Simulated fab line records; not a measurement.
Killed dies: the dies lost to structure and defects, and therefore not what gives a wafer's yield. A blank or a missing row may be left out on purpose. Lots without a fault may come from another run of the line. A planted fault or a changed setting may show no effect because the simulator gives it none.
fab line records	flow gf180mcu
record lots=7	wafers=21	last-day=34
route steps=602 shown V4@495 MIM@503
lots untouched by any fault: they come from a run of this same line in which no faults occurred
start-h: start of the lot's first displayed wafer, in hours after the record's first day	wait-h: hours elapsed since this lot's preceding step	" the same as in the row above	L1.1+2: a row that stands for several wafers	- either no value or no given start	* or withheld: withheld	< > ~ a bound
route shown NAME@n: names a module that has steps shown in the file, with the first one's number in the route	usual: mean and standard deviation over wafers with no fault	same: alike in all rows	chamber/n: place in a boat	sites: the reading at each site	_std_site: how widely they spread, as a standard deviation	_edge_site: outer sites' mean less inner sites'	radius-mm: how far each site lies from the wafer's centre	mask NAME#n: copy n	behind: the tool/chamber that last shaped the wafer	hold: what put the lot on hold/how long, in hours/how the hold closed	device: which transistor (n, p or np) failed to switch	end of line: at the end of the route, the tests of the same wafers	where a step has no rows: the recipe by itself	killed: dies lost to structure and defects at the first sort, not the wafer's yield	map: dies across one wafer; x = killed, . = not, _ = none there
set.NAME: the setting as run; set.NAME@STEP: as run at that earlier step	model.NAME: the simulator's own value behind a step, which no gauge read
lots at selected steps of the route; one table per step, one row per wafer
services: from which hour (start-h, from the record's first day; less than 0 if before it) a tool's chamber was out of use, for how many hours, and why
## steps
# step GF_V4_STRIP_19
# recipe chemistry=post-etch-residue-remover	time-s=1200	temp-c=72.5
# step GF_V4_CLEAN_20
# recipe chemistry=DIW	dry=n2-spin
# step GF_V4_SPUTTER_21
# recipe material=Ti	target-thk-nm=15	chamber-pressure-pa=5	power-w=2500	substrate-temp-c=200	time-s=80.02
# usual cathode-dc-power-W=2500.0/0.47	chamber-pressure-pa=5.002/0.011	throttle-valve-pct=30.5/0.69
lot.wafer	tool	chamber	start-h	wait-h	cathode-dc-power-W	chamber-pressure-pa	throttle-valve-pct
L686.4	pvd-sputter-03	-	625.61	0.0	2501.1	5.017	30.6
L686.5	"	-	"	"	2500.2	4.985	30.7
L686.6	"	-	"	"	2499.9	5.016	30.7
L690.1	pvd-sputter-03	-	667.72	0.0	2500.3	4.997	31.6
L690.3	"	-	"	"	2500.3	4.991	30.6
L690.6	"	-	"	"	2500.6	4.994	30.4
L691.1	pvd-sputter-03	-	671.76	0.0	2499.6	5.007	31.3
L691.5	"	-	"	"	2499.1	5.017	30.8
L691.6	"	-	"	"	2499.6	4.996	30.7
L692.1	pvd-sputter-02	-	676.13	0.0	2500.0	5.000	30.5
L692.2	"	-	"	"	2500.0	5.021	28.9
L692.4	"	-	"	"	2500.4	5.004	30.2
L697.1	pvd-sputter-02	-	709.02	0.0	2499.6	4.995	30.3
L697.4	"	-	"	"	2500.2	4.992	30.4
L697.5	"	-	"	"	2499.7	5.005	30.4
L699.1	pvd-sputter-02	-	722.47	0.0	2499.8	5.002	29.3
L699.3	"	-	"	"	2499.3	5.001	30.5
L699.5	"	-	"	"	2499.8	5.003	30.5
L701.3	pvd-sputter-01	-	735.92	0.0	2499.3	4.979	31.0
L701.4	"	-	"	"	2499.0	5.000	30.7
L701.5	"	-	"	"	2500.3	5.008	30.3
# step GF_V4_SPUTTER_22
# recipe material=TiN	target-thk-nm=10	chamber-pressure-pa=5	power-w=4000	time-s=40
# step GF_V4_CVD_23
# recipe material=W	target-thk-nm=350	time-s=104.9	temp-c=400	pressure-torr=40
# step GF_V4_RS_MEAS_24
# recipe thk-meas-gauge=four-point-probe	reads=W_of_V4_CVD_23+TiN_of_V4_SPUTTER_22+Ti_of_V4_SPUTTER_21
# usual V4_W_RS=0.327/0.0041
lot.wafer	tool	chamber	start-h	wait-h	V4_W_RS[ohm/sq]
L686.4	film-metro-01	-	625.88	0.1	0.326
L686.5	"	-	"	"	0.331
L686.6	"	-	"	"	0.326
L690.1	film-metro-02	-	667.93	0.1	0.328
L690.3	"	-	"	"	0.328
L690.6	"	-	"	"	0.339
L691.1	film-metro-02	-	672.03	0.1	0.324
L691.5	"	-	"	"	0.332
L691.6	"	-	"	"	0.326
L692.1	film-metro-01	-	676.34	0.1	0.323
L692.2	"	-	"	"	0.331
L692.4	"	-	"	"	0.327
L697.1	film-metro-03	-	709.23	0.1	0.320
L697.4	"	-	"	"	0.320
L697.5	"	-	"	"	0.325
L699.1	film-metro-01	-	722.69	0.1	0.329
L699.3	"	-	"	"	0.330
L699.5	"	-	"	"	0.328
L701.3	film-metro-02	-	736.18	0.1	0.329
L701.4	"	-	"	"	0.334
L701.5	"	-	"	"	0.326
# step GF_V4_THK_MEAS_25
# recipe thk-meas-gauge=xrf	reads=W_of_V4_CVD_23
# usual V4_W_THK=333/4.4
lot.wafer	tool	chamber	start-h	wait-h	V4_W_THK[nm]
L686.4	film-metro-01	-	625.97	0.1	335
L686.5	"	-	"	"	331
L686.6	"	-	"	"	337
L690.1	film-metro-02	-	668.05	0.1	334
L690.3	"	-	"	"	334
L690.6	"	-	"	"	324
L691.1	film-metro-02	-	672.15	0.1	340
L691.5	"	-	"	"	330
L691.6	"	-	"	"	338
L692.1	film-metro-01	-	676.46	0.1	335
L692.2	"	-	"	"	327
L692.4	"	-	"	"	331
L697.1	film-metro-03	-	709.35	0.1	336
L697.4	"	-	"	"	335
L697.5	"	-	"	"	332
L699.1	film-metro-01	-	722.81	0.1	327
L699.3	"	-	"	"	327
L699.5	"	-	"	"	328
L701.3	film-metro-02	-	736.28	0.1	332
L701.4	"	-	"	"	329
L701.5	"	-	"	"	337
# step GF_V4_CMP_26
# recipe stop-on=SiO2	down-force-psi=3.5	platen-rpm=60	t-overpolish-s=15	target-thk-nm=0	pad-velocity-m-s=0.94248
# usual motor-current-A=11.2/1	overpolish-run-s=15.000/0.0092	slurry-flow-ml-min=150.1/0.54	time-to-endpoint-s=82/4.7
lot.wafer	tool	chamber	start-h	wait-h	motor-current-A	overpolish-run-s	slurry-flow-ml-min	time-to-endpoint-s
L686.4	cmp-01	1	626.00	0.0	9.6	15.007	149.3	84
L686.5	"	1	"	"	8.9	14.993	150.3	83
L686.6	"	2	"	"	12.5	15.000	150.7	85
L690.1	cmp-02	0	668.11	0.1	10.3	14.998	149.5	89
L690.3	"	3	"	"	12.5	14.991	149.6	76
L690.6	"	0	"	"	10.4	15.002	148.7	84
L691.1	cmp-02	1	672.31	0.1	10.8	15.000	148.3	84
L691.6	"	3	"	"	11.8	14.998	151.9	76
L691.5	"	0	"	"	10.0	14.994	148.8	87
L692.1	cmp-02	1	676.73	0.3	11.2	15.002	149.6	83
L692.4	"	3	"	"	11.8	15.003	149.6	78
L692.2	"	0	"	"	10.7	14.983	150.5	85
L697.4	cmp-02	1	709.41	0.0	10.3	14.999	149.7	88
L697.1	"	2	"	"	11.2	14.992	150.4	81
L697.5	"	1	"	"	11.2	15.009	150.8	86
L699.1	cmp-01	2	723.27	0.5	12.8	14.991	150.0	91
L699.3	"	3	"	"	11.3	15.000	150.2	84
L699.5	"	2	"	"	12.9	15.015	150.2	90
L701.4	cmp-02	0	736.37	0.1	10.3	15.005	149.3	87
L701.3	"	2	"	"	11.0	15.004	150.2	75
L701.5	"	3	"	"	12.3	15.002	150.6	79
# step GF_MIM_SPUTTER_00
# recipe material=Ti	target-thk-nm=37.5	arriving-ion-energy-ev=80	substrate-temp-c=200	chamber-pressure-pa=2	power-w=4000	time-s=150
# usual cathode-dc-power-W=4000.0/0.68	chamber-pressure-pa=2.000/0.0041	throttle-valve-pct=30.4/0.78
lot.wafer	tool	chamber	start-h	wait-h	cathode-dc-power-W	chamber-pressure-pa	throttle-valve-pct
L686.4	pvd-sputter-02	-	626.30	0.2	3999.9	1.997	28.9
L686.5	"	-	"	"	4000.0	2.002	30.3
L686.6	"	-	"	"	3999.7	2.007	31.7
L690.1	pvd-sputter-04	-	668.41	0.2	4000.3	2.001	31.5
L690.3	"	-	"	"	4000.1	1.993	30.0
L690.6	"	-	"	"	3999.8	1.999	29.8
L691.1	pvd-sputter-04	-	672.51	0.1	4000.6	1.995	31.4
L691.5	"	-	"	"	4000.1	1.997	30.9
L691.6	"	-	"	"	4000.0	2.001	29.8
L692.1	pvd-sputter-02	-	677.03	0.2	3999.3	2.005	30.3
L692.2	"	-	"	"	3999.2	2.002	30.2
L692.4	"	-	"	"	3999.5	2.001	32.1
L697.1	pvd-sputter-03	-	709.71	0.2	4000.1	2.002	30.5
L697.4	"	-	"	"	3999.6	1.997	30.2
L697.5	"	-	"	"	3999.0	1.996	30.8
L699.1	pvd-sputter-03	-	723.57	0.2	3999.1	1.999	30.7
L699.3	"	-	"	"	4000.3	1.999	30.3
L699.5	"	-	"	"	4000.0	1.998	31.2
L701.3	pvd-sputter-04	-	736.62	0.1	3999.3	2.001	29.3
L701.4	"	-	"	"	3999.2	2.001	29.8
L701.5	"	-	"	"	4000.1	1.997	29.8
# step GF_MIM_SPUTTER_01
# recipe material=TiN	target-thk-nm=30	power-w=6500	time-s=25	chamber-pressure-pa=0.4
# usual cathode-dc-power-W=6500.0/1.1	chamber-pressure-pa=0.4000/0.0009	throttle-valve-pct=30.4/0.8
lot.wafer	tool	chamber	start-h	wait-h	cathode-dc-power-W	chamber-pressure-pa	throttle-valve-pct
L686.4	pvd-sputter-02	-	626.40	0.1	6499.9	0.3987	28.9
L686.5	"	-	"	"	6499.7	0.3989	30.2
L686.6	"	-	"	"	6500.0	0.3998	31.9
L690.1	pvd-sputter-04	-	668.51	0.1	6501.9	0.4013	31.2
L690.3	"	-	"	"	6498.7	0.3994	29.9
L690.6	"	-	"	"	6499.1	0.4006	29.9
L691.1	pvd-sputter-04	-	672.61	0.1	6499.6	0.4006	31.3
L691.5	"	-	"	"	6499.6	0.3990	31.1
L691.6	"	-	"	"	6500.5	0.3996	29.9
L692.1	pvd-sputter-02	-	677.13	0.1	6500.6	0.4022	30.6
L692.2	"	-	"	"	6498.7	0.3997	30.1
L692.4	"	-	"	"	6499.8	0.4004	31.7
L697.1	pvd-sputter-03	-	709.81	0.1	6500.5	0.4001	30.7
L697.4	"	-	"	"	6499.2	0.3999	30.7
L697.5	"	-	"	"	6501.0	0.4005	30.6
L699.1	pvd-sputter-03	-	723.67	0.1	6500.9	0.3998	30.8
L699.3	"	-	"	"	6502.4	0.4003	30.3
L699.5	"	-	"	"	6499.4	0.3991	31.4
L701.3	pvd-sputter-04	-	736.72	0.1	6499.3	0.4018	29.2
L701.4	"	-	"	"	6498.6	0.4004	29.6
L701.5	"	-	"	"	6501.1	0.3990	29.8
# step GF_MIM_SPUTTER_02
# recipe material=AlCu	target-thk-nm=450	power-w=10600	time-s=23.9	chamber-pressure-pa=0.4
# step GF_MIM_SPUTTER_03
# recipe material=Ti	target-thk-nm=10	substrate-temp-c=300	chamber-pressure-pa=0.3	power-w=3000	time-s=6.406
# step GF_MIM_SPUTTER_04
# recipe material=TiN	target-thk-nm=50	power-w=6500	time-s=41.7	chamber-pressure-pa=0.4
# usual cathode-dc-power-W=6500.0/1.2	chamber-pressure-pa=0.4000/0.00074	throttle-valve-pct=30.4/0.79
lot.wafer	tool	chamber	start-h	wait-h	cathode-dc-power-W	chamber-pressure-pa	throttle-valve-pct
L686.4	pvd-sputter-02	-	626.48	0.0	6500.6	0.4004	29.0
L686.5	"	-	"	"	6498.7	0.4002	30.3
L686.6	"	-	"	"	6498.6	0.4008	31.8
L690.1	pvd-sputter-04	-	668.59	0.0	-	-	-
L690.3	"	-	"	"	-	-	-
L690.6	"	-	"	"	-	-	-
L691.1	pvd-sputter-04	-	672.69	0.0	-	-	-
L691.5	"	-	"	"	-	-	-
L691.6	"	-	"	"	-	-	-
L692.1	pvd-sputter-02	-	677.21	0.0	-	-	-
L692.2	"	-	"	"	-	-	-
L692.4	"	-	"	"	-	-	-
L697.1	pvd-sputter-03	-	709.89	0.0	6501.1	0.4006	30.8
L697.4	"	-	"	"	6500.3	0.3998	30.8
L697.5	"	-	"	"	6499.6	0.4003	30.7
L699.1	pvd-sputter-03	-	723.75	0.0	6499.3	0.3995	30.7
L699.3	"	-	"	"	6500.3	0.4000	30.3
L699.5	"	-	"	"	6499.3	0.3981	31.3
L701.3	pvd-sputter-04	-	736.80	0.0	6499.1	0.3997	29.1
L701.4	"	-	"	"	6498.1	0.3993	30.0
L701.5	"	-	"	"	6501.3	0.3999	29.9
# step GF_MIM_CVD_05
# recipe material=Si3N4	target-thk-nm=42	temp-max-c=400	temp-c=385	time-s=29.086	rf-w=450
# usual heater-power-w=657/100	temp-max-c=400.00/0.24
lot.wafer	tool	chamber	start-h	wait-h	heater-power-w	temp-max-c
L686.4	pecvd-04	0	626.54	0.0	624	399.71
L686.5	"	2	"	"	677	399.75
L686.6	"	1	"	"	595	400.08
L690.1	pecvd-03	0	668.63	0.0	666	400.01
L690.3	"	2	"	"	685	400.13
L690.6	"	2	"	"	684	399.92
L691.1	pecvd-03	0	672.73	0.0	571	399.65
L691.5	"	1	"	"	603	399.99
L691.6	"	0	"	"	596	400.00
L692.1	pecvd-01	0	677.25	0.0	608	399.92
L692.2	"	2	"	"	795	400.08
L692.4	"	0	"	"	620	399.87
L697.1	pecvd-01	0	709.93	0.0	565	399.57
L697.4	"	2	"	"	867	399.97
L697.5	"	1	"	"	574	400.03
L699.1	pecvd-03	2	723.79	0.0	722	400.22
L699.3	"	1	"	"	512	399.88
L699.5	"	1	"	"	512	400.12
L701.3	pecvd-01	0	736.84	0.0	538	400.04
L701.4	"	2	"	"	843	400.09
L701.5	"	1	"	"	596	400.27
## services
tool	chamber	start-h	hours	kind
pecvd-03	-	604.52	0.9	repair
pecvd-03	0	605.12	-	clean
pecvd-03	1	605.12	-	clean
pecvd-03	2	605.12	-	clean
cmp-01	-	609.30	2.1	repair
pecvd-03	2	610.46	17.8	repair
cmp-02	-	623.65	12.1	pm
cmp-01	-	629.98	3.9	repair
pvd-sputter-01	-	631.38	1.8	repair
pecvd-03	-	639.86	6.0	pm
cmp-02	-	641.59	1.4	repair
cmp-01	-	645.26	3.0	repair
pvd-sputter-02	-	656.16	12.5	repair
pecvd-01	-	668.71	2.4	repair
pecvd-01	-	677.79	6.0	pm
cmp-02	-	679.05	6.9	pm
pecvd-03	-	682.60	1.3	repair
pecvd-01	-	689.02	0.5	repair
pecvd-01	1	695.48	6.6	repair
cmp-01	-	705.30	1.8	repair
cmp-02	-	722.00	2.3	repair
## key
first-sign step=GF_MIM_SPUTTER_04	reading=tool-record	direction=missing
effect none on later readings
met-at GF_MIM_SPUTTER_04
struck-wafers L690.1,L690.3,L690.6,L691.1,L691.5,L691.6,L692.1,L692.2,L692.4
later-rows-left-out L690.1,L690.3,L690.6,L691.1,L691.5,L691.6,L692.1,L692.2,L692.4
sort-left-out L690.1,L690.3,L690.6,L691.1,L691.5,L691.6,L692.1,L692.2,L692.4
onset-between 626.48 668.59
fault kind=skipped-step-whole	tool=pvd-sputter-02,pvd-sputter-04	chamber=-	onset-h=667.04	steps=GF_MIM_SPUTTER_04	scope=struck-lots-only
# sort-left-out: the simulated sort isn't trusted on such a fault, so these wafers' sort isn't shown, and their yield isn't known
# later-rows-left-out: the simulator's readings of these wafers behind a module that went badly wrong aren't trusted and aren't shown, but for the sort
